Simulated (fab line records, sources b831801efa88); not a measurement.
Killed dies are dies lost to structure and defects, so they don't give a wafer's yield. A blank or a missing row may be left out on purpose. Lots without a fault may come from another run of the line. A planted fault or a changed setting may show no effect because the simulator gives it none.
fab line records | flow sfq_line
record lots=7 wafers=21 last_day=78
route steps=325 shown M1@68 I1@73 M2@88 I2@103 M8@325
lots that met no fault: from a run of the same line without faults
start_h: hours from the record's first day to the start of the lot's first wafer shown | wait_h: hours since the lot's step before | " the same as in the row above | L1.1+2: a row that stands for several wafers | - no value, or no start given | * or withheld: withheld | < > ~ a bound
route shown NAME@n: a module of which the file shows steps, and the number in the route of the first | usual: mean/standard deviation of fault-free wafers | same: alike in all rows | chamber/n: place in a boat | sites: the reading at each site | _std_site: their standard deviation | _edge_site: outer sites' mean less inner sites' | radius_mm: how far each site lies from the wafer's centre | mask NAME#n: copy n | behind: the tool/chamber that last shaped the wafer | hold: why the lot was held/for how many hours/how that ended | device: the transistor (n, p or np) that didn't switch | end of line: the same wafers' tests at the end of the route | a step without rows: its recipe alone | killed: dies lost to structure and defects at the first sort, not the wafer's yield | map: a wafer's dies, x killed, . not, _ none there
set.NAME: the setting as run; set.NAME@STEP: as run at that earlier step | model.NAME: the simulator's own value behind a step, which no gauge read
lots at some steps of the route; a table a step, a row a wafer
services: from which hour (start_h, from the record's first day; less than 0 if before it) a tool's chamber was out of use, for how many hours, and why
## steps
# step SFQ_M1_OVL_MEAS_911
# usual M1_OVL=0/6.2
# columns lot.wafer tool chamber start_h wait_h M1_OVL[nm]
L137.1 overlay-01 - 493.42 0.1 -5
L137.3 " - " " -10
L137.5 " - " " -8
L140.1 overlay-01 - 521.02 0.1 -16
L140.3 " - " " -12
L140.6 " - " " -2
L142.3 overlay-02 - 533.08 0.1 4
L142.5 " - " " -2
L142.6 " - " " -1
L145.1 overlay-02 - 564.26 0.1 3
L145.2 " - " " 5
L145.5 " - " " 8
L146.1 overlay-01 - 573.86 0.1 3
L146.4 " - " " 5
L146.5 " - " " 8
L147.1 overlay-02 - 581.26 0.1 -10
L147.2 " - " " 4
L147.6 " - " " 3
L148.1 overlay-02 - 739.85 0.1 -9
L148.4 " - " " -2
L148.5 " - " " -12
# step SFQ_TRILAYER_M1_BARC_OPEN_METAL_ETCH_054
# recipe mask_material=PR chemistry=O2 target_depth_nm=125 target=BARC icp_w=600 bias_w=80 pressure_mtorr=10 time_s=41.7
# usual drypump_motor_current_A=6.0/0.57 oes_product_au=0.684/0.0047
# columns lot.wafer tool chamber start_h wait_h drypump_motor_current_A oes_product_au rf_hours_counter_h
L137.1 rie_metal-04 1 493.46 0.0 4.7 0.687 151
L137.3 " 1 " " 4.7 0.681 -
L137.5 " 1 " " 4.7 0.688 -
L140.1 rie_metal-02 0 521.06 0.0 6.5 0.684 99
L140.3 " 1 " " 6.3 0.674 -
L140.6 " 0 " " 6.5 0.685 -
L142.3 rie_metal-01 0 533.12 0.0 5.3 0.686 -
L142.5 " 1 " " 6.3 0.689 -
L142.6 " 0 " " 5.3 0.683 -
L145.1 rie_metal-01 1 564.30 0.0 6.3 0.690 114
L145.2 " 0 " " 5.3 0.685 134
L145.5 " 1 " " 6.3 0.685 -
L146.1 rie_metal-02 0 573.90 0.0 6.5 0.692 108
L146.4 " 0 " " 6.6 0.682 -
L146.5 " 0 " " 6.6 0.680 -
L147.1 rie_metal-02 1 581.30 0.0 6.3 0.681 3
L147.2 " 0 " " 6.5 0.688 109
L147.6 " 1 " " 6.3 0.690 -
L148.1 rie_metal-01 1 739.88 0.0 6.3 0.690 139
L148.4 " 1 " " 6.3 0.685 -
L148.5 " 1 " " 6.3 0.693 -
# step SFQ_TRILAYER_M1_ETCH_METAL_ETCH_042
# recipe target=Nb stop_on=SiO2 mask_material=PR chemistry=Cl2/Ar target_depth_nm=240 icp_w=600 bias_w=80 pressure_mtorr=10 time_s=120
# step SFQ_TRILAYER_M1_STRIP_STRIP_043
# recipe gas=O2 power_w=200 platen_temp_c=40 overash_fraction=0.65 chemistry=O2 pressure_mtorr=50
# step SFQ_TRILAYER_M1_STRIP_SOLV_CLEAN_044
# recipe chemistry=NMP temp_c=70 time_s=600
# step SFQ_TRILAYER_I1_DEP_PECVD_045
# recipe material=SiO2 temp_c=150 time_s=111.11 pressure_torr=2.4 rf_w=183.3 precursor=SiH4/N2O target_thk_nm=500
# step SFQ_TRILAYER_I1_CMP_CMP_046
# recipe material=SiO2 down_force_psi=3 platen_rpm=60 pad_velocity_m_s=0.94248
# usual motor_current_A=10.5/0.77 time_to_endpoint_s=219/9.4
# columns lot.wafer tool chamber start_h wait_h motor_current_A time_to_endpoint_s
L137.3 cmp-02 1 494.71 0.0 10.3 217
L137.1 " 3 495.71 1.1 10.6 205
L137.5 " 2 497.21 2.5 11.6 209
L140.3 cmp-02 2 522.10 0.0 11.0 202
L140.1 " 1 523.60 1.5 10.2 221
L140.6 " 2 " " 10.4 219
L142.3 cmp-02 1 534.82 0.7 10.5 213
L142.5 " 1 536.82 2.7 10.3 224
L142.6 " 2 " " 11.0 203
L145.1 cmp-02 2 566.38 1.1 11.4 214
L145.2 " 3 " " 10.9 211
L145.5 " 0 " " 11.1 220
L146.1 cmp-02 3 576.76 1.6 10.8 217
L146.4 " 0 " " 11.5 237
L146.5 " 2 578.26 3.1 10.7 229
L147.2 cmp-02 0 583.10 0.5 11.3 214
L147.1 " 2 584.10 1.5 11.8 209
L147.6 " 0 585.10 2.5 11.1 228
L148.1 cmp-02 0 740.92 0.0 11.0 223
L148.4 " 1 " " 9.5 224
L148.5 " 1 743.42 2.5 9.5 234
# step SFQ_I1_BOW_MEAS_912
# recipe mode=bow
# usual I1_BOW=1/8.1
# columns lot.wafer tool chamber start_h wait_h I1_BOW[um]
L137.1 film_metro-03 - 497.71 1.5 -3
L137.3 " - " " 19
L137.5 " - " " 12
L140.1 film_metro-01 - 525.10 1.0 12
L140.3 " - " " -4
L140.6 " - " " 10
L142.3 film_metro-02 - 537.86 2.5 6
L142.5 " - " " 0
L142.6 " - " " 1
L145.1 film_metro-01 - 568.38 1.5 -1
L145.2 " - " " -5
L145.5 " - " " -13
L146.1 film_metro-02 - 579.26 2.0 -3
L146.4 " - " " -14
L146.5 " - " " -20
L147.1 film_metro-03 - 585.60 1.0 4
L147.2 " - " " 2
L147.6 " - " " 1
L148.1 film_metro-03 - 743.92 2.5 -1
L148.4 " - " " 17
L148.5 " - " " 7
# step SFQ_TRILAYER_I1_METRO_MEASURE_047
# usual thk_nm=200.2/1.3
# columns lot.wafer tool chamber start_h wait_h thk_nm
L137.1 film_metro-03 - 497.83 0.1 199.6
L137.3 " - " " 201.4
L137.5 " - " " 201.1
L140.1 film_metro-01 - 525.22 0.1 200.2
L140.3 " - " " 197.6
L140.6 " - " " 197.5
L142.3 film_metro-02 - 538.34 0.5 201.0
L142.5 " - " " 201.4
L142.6 " - " " 199.4
L145.1 film_metro-01 - 568.50 0.1 200.0
L145.2 " - " " 199.1
L145.5 " - " " 200.7
L146.1 film_metro-02 - 579.38 0.1 200.4
L146.4 " - " " 201.8
L146.5 " - " " 200.6
L147.1 film_metro-03 - 585.72 0.1 200.3
L147.2 " - " " 201.5
L147.6 " - " " 201.6
L148.1 film_metro-03 - 744.04 0.1 199.8
L148.4 " - " " 201.3
L148.5 " - " " 202.3
# step SFQ_TRILAYER_I1_VIA_LITHO_COAT_054
# recipe resist=BARC spin_rpm=3000 resist_thk_nm=62
# step SFQ_TRILAYER_I1_VIA_LITHO_COAT_049
# recipe resist=KrF spin_rpm=3000 resist_thk_nm=650
# step SFQ_TRILAYER_I1_VIA_LITHO_SOFTBAKE_053
# recipe temp_c=withheld time_s=withheld resist=KrF
# step SFQ_TRILAYER_I1_VIA_LITHO_EXPOSE_050
# recipe mask_id=I1 na=0.6 source_shape=conventional sigma_outer=0.65 target_cd_nm=500 dose_mj=21.3
# same na=0.6
# columns lot.wafer tool chamber start_h wait_h mask model.I1.overlay_x_nm
L137.1+3+5 krf_scanner-02 0 660.22 - I1#0 1.203
L140.1+3+6 krf_scanner-02 0 685.42 - I1#0 6.132
L142.3+5+6 krf_scanner-01 0 696.75 - I1#0 -3.982
L145.1+2+5 krf_scanner-01 0 723.95 - I1#0 164.7
L146.1+4+5 krf_scanner-01 0 733.55 - I1#0 174.2
L147.1+2+6 krf_scanner-01 0 741.95 - I1#0 168.3
L148.1+4+5 krf_scanner-02 0 746.12 - I1#0 -21.43
# step SFQ_TRILAYER_I1_VIA_LITHO_PEB_052
# recipe peb_temp_c=115 peb_time_s=60 resist=KrF
# step SFQ_TRILAYER_I1_VIA_LITHO_DEVELOP_051
# recipe time_s=60 resist=KrF
# step SFQ_I1_OVL_MEAS_913
# usual I1_OVL=-1/5.6
# columns lot.wafer tool chamber start_h wait_h hold I1_OVL[nm]
L137.1 overlay-02 - 661.72 0.1 - 2
L137.3 " - " " - 3
L137.5 " - " " - 7
L140.1 overlay-02 - 686.92 0.1 - 4
L140.3 " - " " - 0
L140.6 " - " " - -3
L142.3 overlay-02 - 697.86 0.1 - -3
L142.5 " - " " - -4
L142.6 " - " " - -1
L145.1 overlay-01 - 725.45 0.1 await_dispo/0.2h/release 162
L145.2 " - " " await_dispo/0.2h/release 172
L145.5 " - " " await_dispo/0.2h/release 167
L145.1 overlay-01 - 725.65 0.2 - 159
L145.2 " - " " - 167
L145.5 " - " " - 164
L146.1 overlay-01 - 735.05 0.1 await_dispo/0.2h/release 171
L146.4 " - " " await_dispo/0.2h/release 166
L146.5 " - " " await_dispo/0.2h/release 169
L146.1 overlay-01 - 735.25 0.2 - 168
L146.4 " - " " - 163
L146.5 " - " " - 165
L147.1 overlay-02 - 743.45 0.1 await_dispo/0.2h/release 166
L147.2 " - " " await_dispo/0.2h/release 166
L147.6 " - " " await_dispo/0.2h/release 164
L147.1 overlay-02 - 743.65 0.2 - 162
L147.2 " - " " - 162
L147.6 " - " " - 160
L148.1 overlay-02 - 747.62 0.1 - -19
L148.4 " - " " - -22
L148.5 " - " " - -16
# step SFQ_TRILAYER_I1_VIA_ETCH_VIA_ETCH_052
# recipe target=SiO2 stop_on=Nb mask_material=PR taper_deg=20 chemistry=CHF3 target_depth_nm=260 source_w=500 bias_w=80 pressure_mtorr=30 time_s=withheld
# step SFQ_TRILAYER_I1_VIA_STRIP_STRIP_053
# recipe gas=O2 power_w=200 platen_temp_c=40 overash_fraction=0.65 chemistry=O2 pressure_mtorr=50
# step SFQ_TRILAYER_I1_VIA_STRIP_SOLV_CLEAN_054
# recipe chemistry=NMP temp_c=70 time_s=600
# step SFQ_TRILAYER_M2_DEP_PRE_CLEAN_056
# recipe gas=Ar time_s=22.5 bias_v=250
# step SFQ_TRILAYER_M2_DEP_SPUTTER_055
# recipe material=Nb base_pressure_pa=1.33e-06 chamber_pressure_pa=0.1333 substrate_temp_c=20 resputter_cathode_voltage_v=400 target_thk_nm=200 power_w=2000 time_s=133.3
# usual throttle_valve_pct=30.0/1
# columns lot.wafer tool chamber start_h wait_h throttle_valve_pct
L137.1 pvd_sputter-06 - 662.71 0.0 29.4
L137.3 " - " " 30.8
L137.5 " - " " 29.4
L140.1 pvd_sputter-06 - 688.51 0.0 29.5
L140.3 " - " " 30.8
L140.6 " - " " 29.4
L142.3 pvd_sputter-03 - 698.84 0.0 29.2
L142.5 " - " " 29.5
L142.6 " - " " 29.3
L145.1 pvd_sputter-04 - 728.25 0.0 30.8
L145.2 " - " " 31.0
L145.5 " - " " 31.0
L146.1 pvd_sputter-03 - 739.81 0.0 30.2
L146.4 " - " " 29.5
L146.5 " - " " 29.7
L147.1 pvd_sputter-04 - 745.94 0.0 32.1
L147.2 " - " " 31.1
L147.6 " - " " 31.0
L148.1 pvd_sputter-06 - 748.61 0.0 29.5
L148.4 " - " " 28.6
L148.5 " - " " 31.0
# step SFQ_M2_RS_MEAS_914
# recipe thk_meas_gauge=four-point-probe reads=Nb_of_TRILAYER_M2_DEP_SPUTTER_055
# usual M2_NB_RS=0.889/0.0083
# columns lot.wafer tool chamber start_h wait_h M2_NB_RS[ohm/sq]
L137.1 film_metro-01 - 662.80 0.0 0.886
L137.3 " - " " 0.882
L137.5 " - " " 0.881
L140.1 film_metro-01 - 688.60 0.0 0.884
L140.3 " - " " 0.894
L140.6 " - " " 0.895
L142.3 film_metro-03 - 698.97 0.1 0.892
L142.5 " - " " 0.873
L142.6 " - " " 0.882
L145.1 film_metro-04 - 728.35 0.0 0.898
L145.2 " - " " 0.893
L145.5 " - " " 0.896
L146.1 film_metro-04 - 739.91 0.1 0.896
L146.4 " - " " 0.895
L146.5 " - " " 0.887
L147.1 film_metro-04 - 746.03 0.0 0.885
L147.2 " - " " 0.888
L147.6 " - " " 0.899
L148.1 film_metro-04 - 748.70 0.0 0.892
L148.4 " - " " 0.883
L148.5 " - " " 0.898
# step SFQ_TRILAYER_M2_LITHO_COAT_062
# recipe resist=BARC spin_rpm=3000 resist_thk_nm=62
# step SFQ_TRILAYER_M2_LITHO_COAT_057
# recipe resist=KrF spin_rpm=3000 resist_thk_nm=600
# step SFQ_TRILAYER_M2_LITHO_SOFTBAKE_061
# recipe temp_c=withheld time_s=withheld resist=KrF
# step SFQ_TRILAYER_M2_LITHO_EXPOSE_058
# recipe mask_id=M2 na=0.6 source_shape=conventional sigma_outer=0.65 target_cd_nm=500 dose_mj=14.4
# step SFQ_TRILAYER_M2_LITHO_PEB_060
# recipe peb_temp_c=115 peb_time_s=60 resist=KrF
# step SFQ_TRILAYER_M2_LITHO_DEVELOP_059
# recipe time_s=60 resist=KrF
# step SFQ_M2_OVL_MEAS_916
# usual M2_OVL=0/5.6
# columns lot.wafer tool chamber start_h wait_h M2_OVL[nm]
L137.1 overlay-01 - 665.23 0.1 10
L137.3 " - " " 4
L137.5 " - " " 8
L140.1 overlay-01 - 841.88 0.1 -5
L140.3 " - " " -9
L140.6 " - " " -3
L142.3 overlay-02 - 856.30 0.1 -3
L142.5 " - " " 4
L142.6 " - " " -3
L145.1 overlay-02 - 878.17 0.1 6
L145.2 " - " " 6
L145.5 " - " " 8
L146.1 overlay-02 - 893.25 0.1 -12
L146.4 " - " " -7
L146.5 " - " " -9
L147.1 overlay-01 - 900.45 0.1 -3
L147.2 " - " " 0
L147.6 " - " " -2
L148.1 overlay-01 - 904.05 0.1 -13
L148.4 " - " " -2
L148.5 " - " " -5
# step SFQ_TRILAYER_M2_BARC_OPEN_METAL_ETCH_077
# recipe mask_material=PR chemistry=O2 target_depth_nm=125 target=BARC icp_w=600 bias_w=80 pressure_mtorr=10 time_s=41.7
# step SFQ_TRILAYER_M2_ETCH_METAL_ETCH_060
# recipe target=Nb stop_on=SiO2 mask_material=PR chemistry=Cl2/Ar target_depth_nm=240 icp_w=600 bias_w=80 pressure_mtorr=10 time_s=120
# usual drypump_motor_current_A=5.6/0.6 oes_product_au=0.895/0.007
# columns lot.wafer tool chamber start_h wait_h drypump_motor_current_A oes_product_au rf_hours_counter_h
L137.1 rie_metal-02 0 665.33 0.0 6.5 0.895 119
L137.3 " 0 " " 6.5 0.908 -
L137.5 " 0 " " 6.5 0.903 -
L140.1 rie_metal-04 0 841.98 0.0 5.7 0.897 60
L140.3 " 0 " " 5.7 0.891 -
L140.6 " 0 " " 5.7 0.895 -
L142.3 rie_metal-04 1 856.42 0.1 4.7 0.894 -
L142.5 " 0 " " 5.7 0.910 -
L142.6 " 1 " " 4.8 0.897 -
L145.1 rie_metal-04 0 878.27 0.0 5.7 0.889 64
L145.2 " 1 " " 4.7 0.899 45
L145.5 " 1 " " 4.7 0.896 -
L146.1 rie_metal-02 1 893.35 0.0 6.3 0.880 48
L146.4 " 0 " " 6.5 0.886 -
L146.5 " 0 " " 6.5 0.901 -
L147.1 rie_metal-03 1 900.55 0.0 6.1 0.896 1
L147.2 " 0 " " 5.5 0.899 79
L147.6 " 0 " " 5.5 0.890 -
L148.1 rie_metal-02 0 904.15 0.0 6.5 0.895 10
L148.4 " 1 " " 6.3 0.895 -
L148.5 " 0 " " 6.5 0.888 -
# step SFQ_TRILAYER_M2_STRIP_STRIP_061
# recipe gas=O2 power_w=200 platen_temp_c=40 overash_fraction=0.65 chemistry=O2 pressure_mtorr=50
# step SFQ_TRILAYER_M2_STRIP_SOLV_CLEAN_062
# recipe chemistry=NMP temp_c=70 time_s=600
# step SFQ_TRILAYER_I2_DEP_PECVD_063
# recipe material=SiO2 temp_c=150 time_s=111.11 pressure_torr=2.4 rf_w=183.3 precursor=SiH4/N2O target_thk_nm=500
# step SFQ_TRILAYER_I2_CMP_CMP_064
# recipe material=SiO2 down_force_psi=3 platen_rpm=60 pad_velocity_m_s=0.94248
# step SFQ_I2_BOW_MEAS_917
# recipe mode=bow
# usual I2_BOW=4/9.1
# columns lot.wafer tool chamber start_h wait_h I2_BOW[um]
L137.1 film_metro-03 - 670.00 2.0 4
L137.3 " - " " 26
L137.5 " - " " 18
L140.1 film_metro-04 - 851.77 2.0 15
L140.3 " - " " 0
L140.6 " - " " 14
L142.3 film_metro-03 - 866.32 1.5 2
L142.5 " - " " -3
L142.6 " - " " -4
L145.1 film_metro-04 - 902.28 2.0 0
L145.2 " - " " -4
L145.5 " - " " -12
L146.1 film_metro-03 - 915.15 2.5 -1
L146.4 " - " " -12
L146.5 " - " " -17
L147.1 film_metro-03 - 928.15 2.0 5
L147.2 " - " " 3
L147.6 " - " " 2
L148.1 film_metro-04 - 929.28 2.0 7
L148.4 " - " " 25
L148.5 " - " " 14
# step SFQ_TRILAYER_I2_METRO_MEASURE_065
# step SFQ_TRILAYER_I2_VIA_LITHO_COAT_072
# recipe resist=BARC spin_rpm=3000 resist_thk_nm=62
# step SFQ_TRILAYER_I2_VIA_LITHO_COAT_067
# recipe resist=KrF spin_rpm=3000 resist_thk_nm=650
# step SFQ_TRILAYER_I2_VIA_LITHO_SOFTBAKE_071
# recipe temp_c=withheld time_s=withheld resist=KrF
# step SFQ_M8_BOW_MEAS_951
# recipe mode=bow
# usual M8_BOW=11/11
# columns lot.wafer tool chamber start_h wait_h M8_BOW[um] model.etest.i1.link_ohm
L137.1 film_metro-03 - 1843.99 0.0 7 1.947
L137.3 " - " " 29 1.951
L137.5 " - " " 21 1.946
L140.1 film_metro-02 - 1853.15 0.0 23 1.977
L140.3 " - " " 6 1.973
L140.6 " - " " 20 1.974
L142.3 film_metro-02 - 1856.03 0.0 1 1.965
L142.5 " - " " -5 1.932
L142.6 " - " " -6 1.944
L145.1 film_metro-02 - 1864.40 0.0 4 2.083
L145.2 " - " " 0 2.067
L145.5 " - " " -8 2.077
L146.1 film_metro-04 - 1868.00 0.0 7 2.064
L146.4 " - " " -3 2.072
L146.5 " - " " -10 2.058
L147.1 film_metro-04 - 1869.19 0.0 15 2.055
L147.2 " - " " 14 2.057
L147.6 " - " " 13 2.078
L148.1 film_metro-03 - 1874.33 0.0 5 1.962
L148.4 " - " " 23 1.967
L148.5 " - " " 13 1.984
## services
# columns tool chamber start_h hours kind
krf_scanner-01 - 475.94 3.6 pm
krf_scanner-01 - 479.50 1.0 pm
krf_scanner-01 - 487.25 0.8 pm
rie_metal-02 0 506.13 10.4 repair
cmp-02 - 516.68 0.4 repair
rie_metal-02 - 525.75 0.8 repair
rie_metal-04 1 579.05 1.0 repair
krf_scanner-01 - 582.05 4.4 pm
cmp-02 - 594.91 2.2 repair
krf_scanner-01 - 600.47 1.3 pm
cmp-02 - 629.39 1.7 repair
krf_scanner-01 - 646.90 1.0 pm
krf_scanner-01 - 655.72 0.8 pm
rie_metal-04 0 669.49 9.3 repair
rie_metal-04 - 701.51 0.7 repair
cmp-02 - 746.92 4.0 pm
rie_metal-02 - 748.12 1.8 repair
cmp-02 - 764.13 6.6 pm
rie_metal-04 - 766.93 1.4 pm
krf_scanner-01 - 776.75 1.3 pm
rie_metal-04 1 781.08 20.5 repair
cmp-02 - 831.37 1.3 repair
rie_metal-02 1 873.77 2.3 repair
cmp-02 - 884.32 0.8 repair
## key
first_sign step=SFQ_I1_OVL_MEAS_913 reading=visit direction=added
effect step=SFQ_I1_OVL_MEAS_913 reading=I1_OVL direction=up sigmas=30 usual=-1 struck=167
model_effect step=SFQ_TRILAYER_I1_VIA_LITHO_EXPOSE_050 value=I1.overlay_x_nm without=0.6311 struck=169.1
model_effect step=SFQ_M8_BOW_MEAS_951 value=etest.i1.link_ohm without=1.976 struck=2.068
met_at SFQ_TRILAYER_I1_VIA_LITHO_EXPOSE_050
struck_wafers L145.1,L145.2,L145.5,L146.1,L146.4,L146.5,L147.1,L147.2,L147.6
onset_between 696.75 723.95
fault kind=scanner_matching_overlay tool=krf_scanner-01 chamber=- onset_h=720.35 steps=SFQ_TRILAYER_I1_VIA_LITHO_EXPOSE_050 offset=168.44
